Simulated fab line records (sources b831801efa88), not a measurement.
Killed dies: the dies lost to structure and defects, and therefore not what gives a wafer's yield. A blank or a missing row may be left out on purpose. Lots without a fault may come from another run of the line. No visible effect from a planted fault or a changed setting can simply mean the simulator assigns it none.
Comparing a struck lot with a sound one / flow sky130 / 17 steps out of a route of 708
Sound: the wafers L411.1, L411.2, L411.4. The struck wafers were L419.1, L419.2, L419.3. The cause comes at the end.
For every step that has rows: the tool of each side, followed by ch and its chambers, followed by its first start. Under that, the readings that differ: sound wafers / struck wafers / difference of the means / sigmas: that difference in standard deviations of wafers without a fault.
alike: a reading whose means differ by less than 2 such deviations, as well as words and numbers matching on both sides. not compared: withheld readings; readings where some wafer has no value; bounds like >300 that might hide an equal value; numbers whose values overlap and for which the record gives no deviation.
The two part at a step that has a row with sigmas, a row that says differs or no value, or rows on one side only. When numbers do not overlap yet have no deviation, they are printed without sigmas and do not part them. A reading that every wafer of one side lacks parts them only if that side has two wafers or more.

first, 1 step without rows for these wafers: SKY_VT_ADJUST_LVTN_IMPLANT_19.
SKY_VT_ADJUST_LVTN_STRIP_20: strips in O2/N2.
  sound on plasma asher-02 ch 0,1, day 9 00:22; struck on plasma asher-02 ch 0,1, day 11 09:48
  alike: drypump motor current A, o2 flow sccm, oes product au, strip time to endpoint s
  not compared: rf hours counter h
SKY_VT_ADJUST_LVTN_TW_MEAS_21:
  sound on film metro-02 at day 9 00:28; struck on film metro-02 at day 11 09:54
reading=VT_ADJUST_LVTN_2_TW; sound=188.6 188.4 187.5; struck=184.8 186.5 185.6; difference=-2.5; sigmas=-2
then, 7 steps without rows for these wafers: SKY_VT_ADJUST_NCORE_DEHYDRATE_00 (time 60 s); SKY_VT_ADJUST_NCORE_HMDS_01 (prime time 60 s); SKY_VT_ADJUST_NCORE_COAT_02 (resist thk 1140 nm); SKY_VT_ADJUST_NCORE_SOFTBAKE_03 (time 60 s); SKY_VT_ADJUST_NCORE_EXPOSE_04 (exposes mask LVTN COMPLEMENT THIN, target cd 380 nm); SKY_VT_ADJUST_NCORE_PEB_05; SKY_VT_ADJUST_NCORE_DEVELOP_06 (develop time 60 s).
SKY_VT_ADJUST_NCORE_CD_MEAS_07 targets a cd of 380 nm.
  sound on cd sem-02 at day 9 21:04; struck on cd sem-02 at day 12 10:38
  alike: cd nm
SKY_VT_ADJUST_NCORE_OVL_MEAS_08:
  sound on overlay-02 at day 9 21:11; struck on overlay-01 at day 12 10:45
  alike: VT_ADJUST_NCORE_OVL
SKY_VT_ADJUST_NCORE_IMPLANT_09:
  sound on implanter-03 ch 0, day 9 21:13; struck on implanter-01 ch 0, day 12 10:47
reading=implant ion amu; sound=11 11 11; struck=49 49 49; difference=+38; sigmas=
reading=model.implant.rp nm (nm); sound=32.78 32.78 32.78; struck=10.3 10.3 10.3; difference=-22.5; sigmas=
reading=model.implant.drp nm (nm); sound=17.11 17.11 17.11; struck=6.005 6.005 6.005; difference=-11.105; sigmas=
  alike: dose ions cm2, end station pressure torr
SKY_VT_ADJUST_NCORE_STRIP_10: strips in O2/N2.
  sound on plasma asher-01 ch 0,1, day 9 21:22; struck on plasma asher-01 ch 0,1, day 12 10:56
  alike: drypump motor current A, o2 flow sccm, oes product au, strip time to endpoint s
  not compared: rf hours counter h
SKY_VT_ADJUST_NCORE_TW_MEAS_11:
  sound on film metro-02 at day 9 21:28; struck on film metro-04 at day 12 11:02
reading=VT_ADJUST_NCORE_TW; sound=219.6 219.8 219.9; struck=316.4 318.4 316.0; difference=+97.2; sigmas=+57
then, 1 step without rows for these wafers: SKY_VT_ADJUST_HVTR_DEHYDRATE_00 (time 60 s).
-- record jumps: 37 days separate the struck wafers' starts on either side; left off in module VT_ADJUST_HVTR, taken up again in module PAD_OPEN, whose first shown step is the route's number 708 --
SKY_PAD_OPEN_PROBE_99:
  sound on prober-02 at day 47 03:04; struck on prober-02 at day 49 02:47
reading=model.etest.nfet_16v.r on ohm um; sound=1.412e+04 1.415e+04 1.409e+04; struck=1.224e+04 1.232e+04 1.248e+04; difference=-1.773e+03; sigmas=
reading=model.etest.pfet_16v.r on ohm um; sound=1.482e+04 1.508e+04 1.507e+04; struck=1.675e+04 1.682e+04 1.698e+04; difference=+1.860e+03; sigmas=
reading=model.etest.pfet g5v0d10v5.r on ohm um; sound=4801 4789 4853; struck=5412 5517 5469; difference=+652; sigmas=
reading=model.etest.tip p.rs ohm sq; sound=6751 6825 6779; struck=7316 7285 7295; difference=+514; sigmas=
reading=model.etest.pfet_01v8.r on ohm um; sound=2850 2834 2790; struck=3076 3148 3134; difference=+295; sigmas=
reading=model.etest.res pwell under gate.rs ohm sq; sound=2290 2273 2273; struck=2485 2502 2498; difference=+216; sigmas=
reading=model.etest.nfet g5v0d10v5.r on ohm um; sound=1905 1913 1908; struck=1738 1757 1768; difference=-154; sigmas=
reading=model.etest.tip_p_5v.rs ohm sq; sound=2894 2892 2902; struck=3018 3016 3008; difference=+118; sigmas=
  alike: killed_at_M0_to_M3, killed_at_M4_up, killed at contacts, killed at front end, killed at other, killed dies, killed open, killed short

== WHERE THEY PART ==
Earliest at SKY_VT_ADJUST_LVTN_TW_MEAS_21; latest, in this record, at SKY_VT_ADJUST_NCORE_TW_MEAS_11. Later steps at which nothing parts them and some readings are alike: SKY_PAD_OPEN_PROBE_99.

WHY: what the simulator had put in
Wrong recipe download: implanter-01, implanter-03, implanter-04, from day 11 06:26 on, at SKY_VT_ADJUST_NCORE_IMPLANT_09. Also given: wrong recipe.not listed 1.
